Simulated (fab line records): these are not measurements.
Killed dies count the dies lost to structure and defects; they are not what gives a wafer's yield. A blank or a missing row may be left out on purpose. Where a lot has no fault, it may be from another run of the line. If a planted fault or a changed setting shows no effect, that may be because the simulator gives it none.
Matching of chambers :: flow sky130 :: cmp-01 running SKY_LI_CONTACT_CMP_02: 4 sister chambers
The step polishes PSG. 4 wafers are shown with their chamber, then 11 later ones without.

## WAFERS, EACH WITH ITS CHAMBER
wafer: L090.1
chamber: 0
motor current A (A): 12.3

wafer: L090.2
chamber: 2
motor current A (A): 14.1

wafer: L091.5
chamber: 3
motor current A (A): 9.9

wafer: L092.1
chamber: 1
motor current A (A): 11.4

## WAFERS MISSING THEIR CHAMBER
wafer: L092.5
motor current A (A): 10.4

wafer: L092.6
motor current A (A): 12.8

wafer: L093.1
motor current A (A): 10.0

wafer: L093.4
motor current A (A): 12.2

wafer: L093.5
motor current A (A): 14.0

wafer: L095.1
motor current A (A): 12.2

wafer: L095.3
motor current A (A): 11.3

wafer: L095.6
motor current A (A): 12.3

wafer: L097.4
motor current A (A): 12.3

wafer: L097.5
motor current A (A): 10.4

wafer: L097.6
motor current A (A): 13.6

## WHICH CHAMBER EACH ONE RAN IN
wafer: L092.5
from the rows above: can't be placed: 3 or 1
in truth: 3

wafer: L092.6
from the rows above: 0
in truth: 0

wafer: L093.1
from the rows above: 3
in truth: 3

wafer: L093.4
from the rows above: 0
in truth: 0

wafer: L093.5
from the rows above: 2
in truth: 2

wafer: L095.1
from the rows above: 0
in truth: 0

wafer: L095.3
from the rows above: 1
in truth: 1

wafer: L095.6
from the rows above: 0
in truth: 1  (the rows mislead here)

wafer: L097.4
from the rows above: 0
in truth: 0

wafer: L097.5
from the rows above: can't be placed: 3 or 1
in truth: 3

wafer: L097.6
from the rows above: 2
in truth: 2
Correct placement for 8 of the 11. Unplaceable from these rows: 2, with the true chamber sitting among the candidates in 2. Number placed wrongly: 1.
How it was worked out, from the rows above alone: a wafer's distance from a chamber is the root of the sum, over the readings, of the square of ((its reading less the chamber's mean) divided by the reading's scatter). The wafer belongs to the nearest chamber; if the next one is less than 2 further off, it can't be placed. The mean given for a chamber averages the wafers shown for that chamber. The scatter: root of mean squared gap, hidden wafer to nearest shown wafer, with one shown wafer a chamber.
